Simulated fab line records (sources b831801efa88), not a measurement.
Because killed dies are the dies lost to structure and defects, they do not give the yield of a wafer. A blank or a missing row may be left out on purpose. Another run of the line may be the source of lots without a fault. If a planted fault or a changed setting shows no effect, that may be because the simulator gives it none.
What tool caused it?    flow sky130    10 lots with 30 wafers sampled at 6 steps, on a route of 708 steps

== WHAT THE GAUGES READ, wafer by wafer ==
SKY_VIA4_OVL_MEAS_11. Usual: VIA4_OVL typically reads 0.7 nm, with standard deviation 1.4.
lot   measured      on          VIA4_OVL (nm)   flag
L202  day 42 20:49  overlay-02  0.8 0.6 0.9     
L204  day 43 19:49  overlay-02  1.7 2.7 0.8     
L206  day 44 03:55  overlay-01  -2.4 -0.8 -1.5  
L209  day 44 23:46  overlay-02  -1.5 -0.8 -0.5  
L213  day 46 03:43  overlay-02  2.2 1.1 2.0     
L215  day 46 17:04  overlay-02  0.2 0.5 2.1     
L217  day 47 15:01  overlay-01  0.5 0.4 0.4     
L219  day 47 16:19  overlay-02  0.1 -0.1 2.7    
L222  day 47 23:19  overlay-01  -0.3 -1.5 1.2   
L224  day 48 11:25  overlay-01  -0.1 -1.2 -0.3  

SKY_VIA4_RS_MEAS_19: measures by four-point-probe. Usual: VIA4_W_RS typically reads 0.2274 ohm/sq, with standard deviation 0.0029.
lot   measured      on             VIA4_W_RS (ohm/sq)    flag
L202  day 42 21:49  film_metro-04  0.2238 0.2265 0.2277  
L204  day 43 20:43  film_metro-02  0.2317 0.2268 0.2255  
L206  day 44 05:14  film_metro-04  0.2210 0.2300 0.2311  
L209  day 45 00:48  film_metro-04  0.2239 0.2273 0.2283  
L213  day 46 04:38  film_metro-04  0.1799 0.1791 0.2283  OFF
L215  day 46 18:01  film_metro-01  0.1767 0.2274 0.2318  OFF
L217  day 47 15:56  film_metro-04  0.2274 0.2219 0.2258  
L219  day 47 17:13  film_metro-01  0.2242 0.2278 0.2272  
L222  day 48 00:16  film_metro-04  0.2295 0.2299 0.2271  
L224  day 48 12:27  film_metro-04  0.2283 0.2263 0.2239  

SKY_VIA4_THK_MEAS_20: measures by xrf. Usual: VIA4_W_THK typically reads 514 nm, with standard deviation 8.5.
lot   measured      on             VIA4_W_THK (nm)  flag
L202  day 42 21:56  film_metro-04  516 513 509      
L204  day 43 20:50  film_metro-02  499 509 510      
L206  day 44 05:21  film_metro-04  526 504 501      
L209  day 45 00:54  film_metro-04  519 511 510      
L213  day 46 04:46  film_metro-04  653 659 513      OFF
L215  day 46 18:08  film_metro-01  676 524 515      OFF
L217  day 47 16:04  film_metro-04  512 522 513      
L219  day 47 17:20  film_metro-01  531 518 520      
L222  day 48 00:23  film_metro-04  508 508 516      
L224  day 48 12:33  film_metro-04  509 518 518      

== WHICH TOOL RAN EACH LOT (tool, then ch and the chambers of the sampled wafers, then the start) ==
lot   SKY_CAP2M_SPUTTER_02          SKY_CAP2M_STRIP_14                    SKY_VIA4_CVD_18
L202  pvd_sputter-02, day 39 20:03  plasma_asher-02 ch 0,1, day 40 19:50  cvd_w-02 ch 0, day 42 21:40
L204  pvd_sputter-01, day 40 19:47  plasma_asher-01 ch 0,1, day 41 19:25  cvd_w-01 ch 0,1, day 43 20:34
L206  pvd_sputter-02, day 41 05:14  plasma_asher-01 ch 0,1, day 42 04:31  cvd_w-02 ch 0,1, day 44 05:05
L209  pvd_sputter-01, day 42 01:33  plasma_asher-02 ch 0,1, day 43 00:43  cvd_w-01 ch 0,1, day 45 00:40
L213  pvd_sputter-03, day 43 08:56  plasma_asher-02 ch 0,1, day 44 07:13  cvd_w-02 ch 0,1, day 46 04:29
L215  pvd_sputter-02, day 43 23:43  plasma_asher-03 ch 0,1, day 44 21:37  cvd_w-02 ch 0,1, day 46 17:52
L217  pvd_sputter-02, day 44 22:52  plasma_asher-03 ch 0,1, day 45 20:19  cvd_w-01 ch 0,1, day 47 15:47
L219  pvd_sputter-03, day 44 23:25  plasma_asher-03 ch 0,1, day 45 20:58  cvd_w-01 ch 0,1, day 47 17:04
L222  pvd_sputter-02, day 45 07:28  plasma_asher-02 ch 0,1, day 46 04:34  cvd_w-01 ch 0,1, day 48 00:07
L224  pvd_sputter-02, day 45 21:40  plasma_asher-03 ch 0,1, day 46 18:49  cvd_w-01 ch 0,1, day 48 12:19
- SKY_CAP2M_SPUTTER_02: material TiN, target thk 200 nm, time 166.7 s.
- SKY_CAP2M_STRIP_14: strips in O2/N2.
- SKY_VIA4_CVD_18: deposits W, target thk 505 nm, time 152.14 s.

== WHAT THE TOOLS THEMSELVES READ (means of the sampled wafers that have a number; where no wafer has one, the mark that the record gives instead) ==
SKY_CAP2M_SPUTTER_02. Usual: throttle_valve_pct 29.5 %, standard deviation 1.1.
lot   tool            throttle_valve_pct (%)  flag
L202  pvd_sputter-02  29.2                    
L204  pvd_sputter-01  29.5                    
L206  pvd_sputter-02  29.2                    
L209  pvd_sputter-01  29.6                    
L213  pvd_sputter-03  28.6                    
L215  pvd_sputter-02  29.6                    
L217  pvd_sputter-02  29.1                    
L219  pvd_sputter-03  29.0                    
L222  pvd_sputter-02  29.1                    
L224  pvd_sputter-02  28.4                    

SKY_CAP2M_STRIP_14. Usual: chamber_pressure_mTorr 1499.8 mTorr, standard deviation 1.3; drypump_motor_current_A 5.7 A, standard deviation 0.46; oes_product_au 0.710 a.u., standard deviation 0.0042; strip_time_to_endpoint_s 12.68 s, standard deviation 0.049.
lot   tool             chamber_pressure_mTorr (mTorr)  drypump_motor_current_A (A)  oes_product_au (a.u.)  strip_time_to_endpoint_s (s)  flag
L202  plasma_asher-02  1500.2                          5.8                          0.708                  12.69                         
L204  plasma_asher-01  1499.5                          5.1                          0.710                  12.67                         
L206  plasma_asher-01  1499.6                          5.1                          0.707                  12.64                         
L209  plasma_asher-02  1498.8                          5.8                          0.711                  12.65                         
L213  plasma_asher-02  1499.3                          5.8                          0.708                  12.69                         
L215  plasma_asher-03  1500.4                          6.2                          0.711                  12.72                         
L217  plasma_asher-03  1500.8                          6.2                          0.711                  12.71                         
L219  plasma_asher-03  1499.1                          6.2                          0.710                  12.65                         
L222  plasma_asher-02  1499.2                          5.8                          0.709                  12.64                         
L224  plasma_asher-03  1502.0                          6.3                          0.710                  12.64                         

SKY_VIA4_CVD_18. Usual: heater_power_w 774 W, standard deviation 53.
lot   tool      heater_power_w (W)  flag
L202  cvd_w-02  807                 
L204  cvd_w-01  796                 
L206  cvd_w-02  746                 
L209  cvd_w-01  770                 
L213  cvd_w-02  751                 
L215  cvd_w-02  767                 
L217  cvd_w-01  761                 
L219  cvd_w-01  772                 
L222  cvd_w-01  762                 
L224  cvd_w-01  773                 

== THE ANSWER, worked out from the rows above alone ==
Rule: lot off if the mean of its wafers having a number is beyond 3 standard deviations from the usual mean. Also off: a lot with no number at a reading for which 4 or more lots have one. All remaining lots with rows at the step are treated as sound. First the gauges in route order, then the tools' own readings, where a lot's mean is used as printed above. The first step at which some lot is off is used, and at that step the reading that is off furthest; a lot without a number counts as furthest.
Off: L213, L215, at SKY_VIA4_RS_MEAS_19 (VIA4_W_RS).
If a tool, at a process step before that reading, ran all the lots that are off and no sound lot after the first of them, it fits. Gauges at SKY_VIA4_RS_MEAS_19: tried the same way as those tools. One candidate fits, namely cvd_w-02 at SKY_VIA4_CVD_18. Its last sound lot is L206 (day 44 05:05), its first lot that is off L213 (day 46 04:29): a fault that began between those two fits.

== WHAT THE SIMULATOR PUT IN ==
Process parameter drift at SKY_VIA4_CVD_18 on cvd_w-02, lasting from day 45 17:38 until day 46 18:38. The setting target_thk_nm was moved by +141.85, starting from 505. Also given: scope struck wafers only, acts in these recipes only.
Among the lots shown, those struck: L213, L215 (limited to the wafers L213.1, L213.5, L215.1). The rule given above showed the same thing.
